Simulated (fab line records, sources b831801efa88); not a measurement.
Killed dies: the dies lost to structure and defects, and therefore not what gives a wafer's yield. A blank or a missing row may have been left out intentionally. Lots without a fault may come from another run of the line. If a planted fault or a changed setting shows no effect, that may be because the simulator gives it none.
Which of the tools did it? + flow gf180mcu + at 1 step of a route of 602, 13 lots with 39 wafers sampled

WHAT EACH GAUGE READ, for each wafer
GF_M1_OVL_MEAS_15. Usual: for M1_OVL the level is 0 nm and the standard deviation is 5.3.
| lot  | measured     | on         | M1_OVL (nm) | flag |
|------|--------------|------------|-------------|------|
| L758 | day 17 11:43 | overlay-02 | 12 4 2      |      |
| L762 | day 18 23:39 | overlay-02 | -2 4 -4     |      |
| L766 | day 20 09:24 | overlay-02 | 11 12 7     |      |
| L767 | day 20 18:25 | overlay-02 | -2 5 2      |      |
| L768 | day 21 07:49 | overlay-01 | 0 6 2       |      |
| L770 | day 21 23:27 | overlay-02 | 3 4 7       |      |
| L772 | day 22 19:14 | overlay-01 | -11 -6 -9   |      |
| L773 | day 23 03:42 | overlay-02 | -2 -6 -5    |      |
| L774 | day 23 20:28 | overlay-01 | -3 -3 4     |      |
| L776 | day 24 03:51 | overlay-02 | 1 -1 1      |      |
| L777 | day 24 14:30 | overlay-02 | -2 -13 -7   |      |
| L780 | day 25 09:58 | overlay-01 | -6 -2 -6    |      |
| L781 | day 25 21:36 | overlay-02 | 7 7 5       |      |

WHAT TOOL EACH LOT RAN ON (gives the tool, then ch and the chambers of the sampled wafers, and finally the start)
No process step before these readings appears in the record.

AS READ BY THE TOOLS THEMSELVES (means over the sampled wafers that have a number; for cases with no such wafer, the mark the record gives instead)
The record holds no such reading with a usual standard deviation.

THE ANSWER, worked out from the rows above alone
Rule: take the mean of a lot's wafers that have a number; if it is more than 3 standard deviations from the usual mean, the lot is off. A lot without any number at a reading at which 4 lots or more have one is off too. Any other lot the step has rows for is counted as sound. First the gauges in route order, then the tools' own readings, where a lot's mean is used as printed above. At the first step where some lot is off, the reading lying furthest off is the one used; lots without a number count as furthest.
None of the lots is off at any reading shown; this tells nothing.

WHAT HAD BEEN PUT IN BY THE SIMULATOR
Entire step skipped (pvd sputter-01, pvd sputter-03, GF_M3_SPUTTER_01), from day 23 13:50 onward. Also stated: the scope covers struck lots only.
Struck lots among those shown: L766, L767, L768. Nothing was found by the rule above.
